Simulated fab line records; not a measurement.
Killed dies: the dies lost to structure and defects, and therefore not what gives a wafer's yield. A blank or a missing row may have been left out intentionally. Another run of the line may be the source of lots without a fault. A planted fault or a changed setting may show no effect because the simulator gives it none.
What tool caused it?	flow sfq_line	42 wafers from 14 lots sampled at 2 of the route's 325 steps

== WHAT EACH GAUGE READ, for each wafer ==
SFQ_R5_OVL_MEAS_935. Usual: R5_OVL 3 nm, standard deviation 4.7.
lot	measured	on	R5_OVL (nm)	flag
L370	day 61 12:56	overlay-02	-4 -2 -1	
L371	day 62 06:48	overlay-01	2 4 0	
L372	day 62 08:00	overlay-02	-1 1 -2	
L374	day 63 09:49	overlay-02	-1 7 11	
L375	day 68 03:49	overlay-02	5 12 8	
L376	day 68 06:14	overlay-02	8 5 7	
L377	day 68 15:50	overlay-01	9 0 6	
L379	day 69 09:49	overlay-01	10 10 10	
L381	day 69 13:13	overlay-01	1 6 4	
L384	day 69 17:35	overlay-01	9 11 11	
L385	day 75 03:19	overlay-01	-4 1 -8	
L391	day 76 04:30	overlay-02	3 1 3	
L392	day 76 10:31	overlay-02	11 10 6	
L393	day 77 12:00	overlay-01	6 5 -2	

== EACH LOT AND THE TOOL THAT RAN IT (in order: tool; ch and the chambers of the sampled wafers; start) ==
lot	SFQ_TRILAYER_M5_STRIP_STRIP_127
L370	rie_metal-03 ch 0, day 55 22:00
L371	rie_metal-03 ch 0,1, day 57 00:32
L372	rie_metal-04 ch 0,1, day 57 01:44
L374	rie_metal-01 ch 0,1, day 57 10:08
L375	rie_metal-03 ch 0,1, day 63 02:50
L376	rie_metal-04 ch 0,1, day 63 05:14
L377	rie_metal-03 ch 0,1, day 63 16:08
L379	rie_metal-04 ch 0,1, day 64 06:26
L381	rie_metal-01 ch 0,1, day 65 19:35
L384	rie_metal-03 ch 1, day 66 02:47
L385	rie_metal-01 ch 0,1, day 70 18:11
L391	rie_metal-01 ch 0,1, day 71 20:23
L392	rie_metal-04 ch 1, day 71 21:35
L393	rie_metal-01 ch 0,1, day 73 03:28
- SFQ_TRILAYER_M5_STRIP_STRIP_127: strips in O2.

== AS READ BY THE TOOLS THEMSELVES (means over the sampled wafers that have a number; for cases with no such wafer, the mark the record gives instead) ==
SFQ_TRILAYER_M5_STRIP_STRIP_127. Usual: drypump_motor_current_A 5.5 A, standard deviation 0.48; oes_product_au 1.000 a.u., standard deviation 0.0081.
lot	tool	drypump_motor_current_A (A)	oes_product_au (a.u.)	flag
L370	rie_metal-03	5.0	0.989	
L371	rie_metal-03	5.4	1.003	
L372	rie_metal-04	5.2	0.992	
L374	rie_metal-01	5.9	0.996	
L375	rie_metal-03	5.4	0.997	
L376	rie_metal-04	5.3	0.995	
L377	rie_metal-03	5.8	1.011	
L379	rie_metal-04	5.1	0.988	
L381	rie_metal-01	5.9	1.000	
L384	rie_metal-03	6.2	1.013	
L385	rie_metal-01	5.9	1.006	
L391	rie_metal-01	5.9	0.993	
L392	rie_metal-04	4.9	1.002	
L393	rie_metal-01	5.9	0.991	

== THE ANSWER, worked out from the rows above alone ==
Rule: a lot counts as off when the mean over its wafers that have a number is more than 3 standard deviations away from the usual mean. A lot without any number at a reading at which 4 lots or more have one is off too. Where the step has rows for the other lots, those lots are counted as sound. The gauges are gone through in route order, then the tools' own readings, and for those a lot's mean is taken as printed above. At the first step where some lot is off, the reading lying furthest off is the one used; lots without a number count as furthest.
Across all readings shown, no lot is off: no conclusion can be drawn from this.

== WHAT THE SIMULATOR HAD PUT IN ==
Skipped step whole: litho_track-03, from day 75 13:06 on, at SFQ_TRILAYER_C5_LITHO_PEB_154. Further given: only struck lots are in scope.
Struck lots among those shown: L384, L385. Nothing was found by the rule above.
